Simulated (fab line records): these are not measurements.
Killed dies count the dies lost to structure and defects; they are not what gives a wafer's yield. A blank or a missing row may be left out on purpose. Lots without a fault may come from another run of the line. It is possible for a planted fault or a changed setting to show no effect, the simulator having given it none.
The tool behind it: which one?	flow sky130	72 wafers from 24 lots sampled at 5 of the route's 708 steps

== WHAT THE GAUGES READ, wafer by wafer ==
SKY_VIA4_BOW_MEAS_03. Usual: for VIA4_BOW the level is 80 um and the standard deviation is 8.3.
lot	measured	on	VIA4_BOW (um)	flag
L074	day 41 20:06	film-metro-03	83 93 94	
L075	day 42 01:49	film-metro-03	89 97 74	
L077	day 42 21:16	film-metro-01	74 86 86	
L076	day 43 06:26	film-metro-02	86 79 62	
L078	day 43 08:31	film-metro-03	81 79 78	
L079	day 43 12:29	film-metro-03	87 74 97	
L080	day 43 18:19	film-metro-03	66 73 68	
L081	day 44 03:16	film-metro-03	82 76 85	
L082	day 44 12:39	film-metro-03	90 90 79	
L083	day 44 21:36	film-metro-03	90 88 90	
L084	day 45 05:03	film-metro-02	78 83 78	
L085	day 45 14:20	film-metro-01	78 88 80	
L086	day 45 16:59	film-metro-03	73 74 74	
L087	day 45 20:40	film-metro-02	71 84 82	
L088	day 46 09:10	film-metro-01	67 77 84	
L089	day 46 13:52	film-metro-01	90 87 100	
L090	day 46 17:58	film-metro-01	93 87 94	
L091	day 46 21:17	film-metro-03	75 80 81	
L092	day 47 06:06	film-metro-03	68 72 63	
L093	day 47 07:29	film-metro-02	74 61 70	
L094	day 47 10:45	film-metro-03	71 82 84	
L095	day 47 15:07	film-metro-03	74 75 71	
L096	day 47 16:45	film-metro-03	84 87 83	
L097	day 48 09:00	film-metro-02	80 66 79	

== WHICH TOOL RAN EACH LOT (tool, then ch and the chambers of the sampled wafers, then the start) ==
lot	SKY_LOCAL_INTERCONNECT_SPUTTER_00	SKY_METAL2_SPUTTER_04	SKY_METAL4_SPUTTER_01	SKY_CAP2M_SPUTTER_02
L074	pvd-sputter-04, day 29 11:09	pvd-sputter-04, day 34 04:17	pvd-sputter-04, day 39 17:33	pvd-sputter-02, day 39 17:46
L075	pvd-sputter-04, day 29 21:04	pvd-sputter-01, day 34 12:10	pvd-sputter-04, day 39 23:41	pvd-sputter-02, day 39 23:54
L077	pvd-sputter-04, day 30 18:46	pvd-sputter-04, day 35 07:00	pvd-sputter-03, day 40 19:38	pvd-sputter-02, day 40 19:50
L076	pvd-sputter-01, day 30 23:49	pvd-sputter-01, day 35 12:35	pvd-sputter-03, day 41 01:52	pvd-sputter-04, day 41 02:05
L078	pvd-sputter-01, day 31 08:32	pvd-sputter-01, day 35 18:51	pvd-sputter-03, day 41 07:02	pvd-sputter-04, day 41 07:15
L079	pvd-sputter-01, day 31 09:39	pvd-sputter-02, day 35 20:21	pvd-sputter-04, day 41 10:53	pvd-sputter-03, day 41 11:05
L080	pvd-sputter-04, day 31 19:33	pvd-sputter-01, day 36 06:24	pvd-sputter-03, day 41 17:16	pvd-sputter-04, day 41 17:28
L081	pvd-sputter-04, day 32 05:48	pvd-sputter-02, day 36 16:25	pvd-sputter-03, day 42 02:41	pvd-sputter-02, day 42 02:53
L082	pvd-sputter-04, day 32 18:13	pvd-sputter-04, day 37 03:11	pvd-sputter-01, day 42 12:46	pvd-sputter-02, day 42 12:59
L083	pvd-sputter-01, day 33 00:22	pvd-sputter-01, day 37 11:03	pvd-sputter-04, day 42 22:25	pvd-sputter-03, day 42 22:38
L084	pvd-sputter-04, day 33 07:27	pvd-sputter-04, day 37 17:53	pvd-sputter-04, day 43 05:49	pvd-sputter-03, day 43 06:02
L085	pvd-sputter-02, day 33 19:45	pvd-sputter-02, day 38 06:34	pvd-sputter-01, day 43 15:41	pvd-sputter-02, day 43 15:54
L086	pvd-sputter-04, day 33 23:09	pvd-sputter-02, day 38 10:08	pvd-sputter-01, day 43 17:30	pvd-sputter-03, day 43 17:43
L087	pvd-sputter-01, day 34 04:48	pvd-sputter-02, day 38 15:57	pvd-sputter-01, day 43 22:14	pvd-sputter-02, day 43 22:26
L088	pvd-sputter-04, day 34 13:00	pvd-sputter-04, day 39 04:34	pvd-sputter-04, day 44 09:51	pvd-sputter-03, day 44 10:04
L089	pvd-sputter-01, day 34 18:40	pvd-sputter-02, day 39 06:25	pvd-sputter-03, day 44 15:10	pvd-sputter-02, day 44 15:23
L090	pvd-sputter-04, day 35 02:46	pvd-sputter-01, day 39 16:25	pvd-sputter-01, day 44 19:53	pvd-sputter-04, day 44 20:05
L091	pvd-sputter-02, day 35 07:54	pvd-sputter-01, day 39 21:15	pvd-sputter-03, day 45 00:45	pvd-sputter-02, day 45 00:58
L092	pvd-sputter-04, day 35 15:16	pvd-sputter-01, day 40 07:11	pvd-sputter-01, day 45 08:53	pvd-sputter-03, day 45 09:07
L093	pvd-sputter-04, day 35 18:24	pvd-sputter-01, day 40 08:19	pvd-sputter-03, day 45 11:25	pvd-sputter-02, day 45 11:37
L094	pvd-sputter-04, day 36 02:52	pvd-sputter-02, day 40 12:38	pvd-sputter-03, day 45 14:12	pvd-sputter-02, day 45 14:25
L095	pvd-sputter-04, day 36 07:13	pvd-sputter-04, day 40 18:36	pvd-sputter-03, day 45 21:19	pvd-sputter-04, day 45 21:32
L096	pvd-sputter-04, day 36 13:49	pvd-sputter-04, day 40 23:36	pvd-sputter-04, day 45 22:53	pvd-sputter-02, day 45 23:06
L097	pvd-sputter-01, day 37 05:34	pvd-sputter-02, day 41 14:45	pvd-sputter-04, day 46 14:32	pvd-sputter-02, day 46 14:45
- SKY_LOCAL_INTERCONNECT_SPUTTER_00: material TiN, target thk 100 nm, time 83.3 s.
- SKY_METAL2_SPUTTER_04: material TiN, target thk 70 nm, time 58.3 s.
- SKY_METAL4_SPUTTER_01: material TiN, target thk 20 nm, time 16.7 s.
- SKY_CAP2M_SPUTTER_02: material TiN, target thk 200 nm, time 166.7 s.

== AS READ BY THE TOOLS THEMSELVES (means over the sampled wafers that have a number; for cases with no such wafer, the mark the record gives instead) ==
SKY_LOCAL_INTERCONNECT_SPUTTER_00. Usual: chamber-pressure-pa 0.4000 Pa, standard deviation 0.00084; substrate-temp-c 300.02 C, standard deviation 0.2; susceptor-temp-C 300.01 C, standard deviation 0.18; throttle-valve-pct 29.7 %, standard deviation 0.91.
lot	tool	chamber-pressure-pa (Pa)	substrate-temp-c (C)	susceptor-temp-C (C)	throttle-valve-pct (%)	flag
L074	pvd-sputter-04	0.3996	299.90	300.03	29.2	
L075	pvd-sputter-04	0.3999	299.93	299.92	29.5	
L077	pvd-sputter-04	0.4006	300.03	300.04	29.3	
L076	pvd-sputter-01	0.4003	300.06	299.82	30.4	
L078	pvd-sputter-01	0.4010	299.92	299.95	30.3	
L079	pvd-sputter-01	0.4001	299.86	300.05	30.5	
L080	pvd-sputter-04	0.4000	300.26	299.94	29.2	
L081	pvd-sputter-04	0.3997	299.93	299.91	29.6	
L082	pvd-sputter-04	0.4002	300.11	300.05	29.5	
L083	pvd-sputter-01	0.4002	300.06	300.12	29.5	
L084	pvd-sputter-04	0.4001	300.01	299.94	29.5	
L085	pvd-sputter-02	0.3997	299.93	300.05	30.1	
L086	pvd-sputter-04	0.3997	300.10	300.21	29.4	
L087	pvd-sputter-01	0.4000	300.12	299.93	30.4	
L088	pvd-sputter-04	0.4000	300.01	300.00	29.3	
L089	pvd-sputter-01	0.4005	300.18	300.08	29.4	
L090	pvd-sputter-04	0.3999	299.92	300.15	29.9	
L091	pvd-sputter-02	0.3991	300.07	299.95	30.2	
L092	pvd-sputter-04	0.3994	300.04	300.01	29.3	
L093	pvd-sputter-04	0.4004	300.25	300.10	29.6	
L094	pvd-sputter-04	0.3992	300.03	299.92	29.1	
L095	pvd-sputter-04	0.3997	300.07	299.94	29.6	
L096	pvd-sputter-04	0.3997	300.07	300.05	29.3	
L097	pvd-sputter-01	0.3996	299.93	300.04	30.7	

SKY_METAL2_SPUTTER_04. Usual: chamber-pressure-pa 0.4001 Pa, standard deviation 0.00082; throttle-valve-pct 30.0 %, standard deviation 1.
lot	tool	chamber-pressure-pa (Pa)	throttle-valve-pct (%)	flag
L074	pvd-sputter-04	0.4005	29.5	
L075	pvd-sputter-01	0.4001	29.6	
L077	pvd-sputter-04	0.3997	29.1	
L076	pvd-sputter-01	0.4011	29.6	
L078	pvd-sputter-01	0.3997	29.2	
L079	pvd-sputter-02	0.4002	30.8	
L080	pvd-sputter-01	0.4005	30.5	
L081	pvd-sputter-02	0.4000	30.4	
L082	pvd-sputter-04	0.4004	29.4	
L083	pvd-sputter-01	0.4001	29.5	
L084	pvd-sputter-04	0.4002	29.6	
L085	pvd-sputter-02	0.4003	30.2	
L086	pvd-sputter-02	0.4002	30.0	
L087	pvd-sputter-02	0.4002	30.4	
L088	pvd-sputter-04	0.4002	29.3	
L089	pvd-sputter-02	0.4001	30.3	
L090	pvd-sputter-01	0.3994	29.7	
L091	pvd-sputter-01	0.4001	30.6	
L092	pvd-sputter-01	0.3999	30.2	
L093	pvd-sputter-01	0.3999	28.7	
L094	pvd-sputter-02	0.4000	30.7	
L095	pvd-sputter-04	0.3999	29.5	
L096	pvd-sputter-04	0.3994	29.6	
L097	pvd-sputter-02	0.4004	29.9	

SKY_METAL4_SPUTTER_01. Usual: chamber-pressure-pa 0.4001 Pa, standard deviation 0.00082; throttle-valve-pct 29.6 %, standard deviation 1.1.
lot	tool	chamber-pressure-pa (Pa)	throttle-valve-pct (%)	flag
L074	pvd-sputter-04	0.3995	29.7	
L075	pvd-sputter-04	0.4002	29.8	
L077	pvd-sputter-03	0.4008	30.3	
L076	pvd-sputter-03	0.4004	29.7	
L078	pvd-sputter-03	0.4004	29.4	
L079	pvd-sputter-04	0.4006	29.1	
L080	pvd-sputter-03	0.3999	29.3	
L081	pvd-sputter-03	0.4001	29.9	
L082	pvd-sputter-01	0.3998	29.7	
L083	pvd-sputter-04	0.4006	29.7	
L084	pvd-sputter-04	0.4002	29.3	
L085	pvd-sputter-01	0.4003	30.3	
L086	pvd-sputter-01	0.3996	30.3	
L087	pvd-sputter-01	0.3999	29.6	
L088	pvd-sputter-04	0.4003	29.7	
L089	pvd-sputter-03	0.4006	29.6	
L090	pvd-sputter-01	0.4008	30.6	
L091	pvd-sputter-03	0.4003	29.7	
L092	pvd-sputter-01	0.4010	30.3	
L093	pvd-sputter-03	0.3996	30.5	
L094	pvd-sputter-03	0.3995	29.2	
L095	pvd-sputter-03	0.3999	29.1	
L096	pvd-sputter-04	0.3993	29.4	
L097	pvd-sputter-04	0.4002	29.0	

SKY_CAP2M_SPUTTER_02. Usual: chamber-pressure-pa 0.3999 Pa, standard deviation 0.00075; substrate-temp-c 299.97 C, standard deviation 0.21; susceptor-temp-C 300.01 C, standard deviation 0.19; throttle-valve-pct 30.2 %, standard deviation 0.91.
lot	tool	chamber-pressure-pa (Pa)	substrate-temp-c (C)	susceptor-temp-C (C)	throttle-valve-pct (%)	flag
L074	pvd-sputter-02	0.4000	300.07	300.03	30.6	
L075	pvd-sputter-02	0.3996	299.99	300.24	30.3	
L077	pvd-sputter-02	0.3995	299.77	299.94	30.7	
L076	pvd-sputter-04	0.3992	299.98	300.05	29.3	
L078	pvd-sputter-04	0.4000	300.05	300.06	29.4	
L079	pvd-sputter-03	0.3994	299.60	299.80	30.0	
L080	pvd-sputter-04	0.4008	300.00	299.83	29.6	
L081	pvd-sputter-02	0.4007	299.74	300.19	30.0	
L082	pvd-sputter-02	0.4006	299.73	300.06	30.3	
L083	pvd-sputter-03	0.4001	300.08	299.93	31.3	
L084	pvd-sputter-03	0.4010	300.00	300.15	30.0	
L085	pvd-sputter-02	0.3999	299.88	299.98	30.8	
L086	pvd-sputter-03	0.4003	300.02	299.90	29.2	
L087	pvd-sputter-02	0.4005	300.10	300.04	30.5	
L088	pvd-sputter-03	0.4001	299.70	300.12	30.3	
L089	pvd-sputter-02	0.4001	300.14	300.04	30.4	
L090	pvd-sputter-04	0.4005	300.06	300.09	29.7	
L091	pvd-sputter-02	0.4002	300.24	300.02	29.8	
L092	pvd-sputter-03	0.3999	300.02	300.10	28.5	
L093	pvd-sputter-02	0.3999	299.94	299.96	30.5	
L094	pvd-sputter-02	0.4000	300.07	299.88	30.7	
L095	pvd-sputter-04	0.3999	300.05	300.01	29.3	
L096	pvd-sputter-02	0.4000	299.76	299.90	30.1	
L097	pvd-sputter-02	0.3998	299.98	299.93	30.3	

== THE ANSWER, worked out from the rows above alone ==
Rule: lot off if the mean of its wafers having a number is beyond 3 standard deviations from the usual mean. Also off: a lot with no number at a reading for which 4 or more lots have one. All remaining lots with rows at the step are treated as sound. After the gauges, taken in route order, come the tools' own readings; for these a lot's mean is taken, as printed above. The first step at which some lot is off is used, and at that step the reading that is off furthest; a lot without a number counts as furthest.
Nothing can be told from this: no lot is off at any reading shown.

== WHAT WAS PUT IN BY THE SIMULATOR ==
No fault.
